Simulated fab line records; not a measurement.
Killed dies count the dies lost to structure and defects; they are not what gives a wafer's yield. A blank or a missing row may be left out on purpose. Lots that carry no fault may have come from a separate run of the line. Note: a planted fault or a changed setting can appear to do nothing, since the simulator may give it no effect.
2 desks, one fault | flow gf180mcu | only its own numbers are on each desk; what lay behind them is given at the end

## AT THE METROLOGY DESK
Lot by lot, what the gauges showed, no matter which tool ran the lot: averages of those sampled wafers that carry a number. If a lot's mean is further than 4 standard deviations from the usual mean, the lot is out of limits and carries the mark OUT (the distance appears in the brackets).
Columns: A = cd-nm at GF_HV_LDD_CD_MEAS_07, usual 400.6 nm; B = cd-nm at GF_PSD_CD_MEAS_07, usual 400.3 nm; C = PSD_OVL at GF_PSD_OVL_MEAS_08, usual -0.5 nm
lot  | first seen here | A     | B                | C
L888 | day 9 18:49     | 397.7 | 401.4            | -1.7
L889 | day 10 02:13    | 398.3 | 399.0            | 0.7
L892 | day 11 07:10    | 398.3 | 398.0            | -2.4
L891 | day 11 07:28    | 403.5 | 401.8            | -1.9
L894 | day 12 09:34    | 405.7 | 400.3            | -1.3
L897 | day 13 07:11    | 400.2 | 397.9            | -1.8
L898 | day 13 12:22    | 402.3 | 398.0            | -1.1
L899 | day 13 16:33    | 402.2 | 397.6            | 1.8
L900 | day 13 22:09    | 401.9 | 410.0 (+4.4) OUT | -0.1
L902 | day 14 07:57    | 400.4 | 415.4 (+6.9) OUT | -2.1
L909 | day 16 10:07    | 404.0 | 402.5            | 1.6
L910 | day 16 18:47    | 400.2 | 402.3            | -0.2
L911 | day 17 02:36    | 399.7 | 401.5            | -1.3
This desk finds L900, L902 out of limits, L900 being first, at day 18 17:16 (cd-nm at GF_PSD_CD_MEAS_07). L888, L889, L892, L891, L894, L897, L898, L899, L909, L910, L911: within limits.

## DESK OF THE TOOL OWNER: litho-track-03
The tool's own readings at GF_PSD_DEVELOP_06 (develop time 60 s): means of the sampled wafers that have a number, for each lot that ran on this tool. If a lot's mean is further than 4 standard deviations from the usual mean, the lot is out of limits and carries the mark OUT (the distance appears in the brackets).
Columns: A = resist-line-temp-C at GF_PSD_DEVELOP_06, usual 23.01 C
lot  | first seen here | A
L891 | day 15 18:17    | 23.17
L898 | day 18 06:23    | 22.98
L899 | day 18 10:07    | 22.99
L900 | day 18 17:07    | 23.07
L902 | day 19 06:28    | 23.03
L911 | day 22 05:40    | 23.00
This desk's finding: nothing out of limits on any of the 6 lots.

## PUT TOGETHER
L900, L902 would have let the metrology desk raise an alarm at day 18 17:16.
The desk of the tool owner found nothing out of limits.
The tool owner's desk has L900, L902 on record, within its limits.
Every lot named ran GF_PSD_DEVELOP_06 on litho-track-03.

## WHAT THE SIMULATOR HAD PUT IN
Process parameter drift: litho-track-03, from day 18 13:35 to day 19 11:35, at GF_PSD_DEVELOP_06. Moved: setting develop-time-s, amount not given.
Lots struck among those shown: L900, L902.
Delay in hours, fault start to first out-of-limits reading, per desk: metrology desk 4.
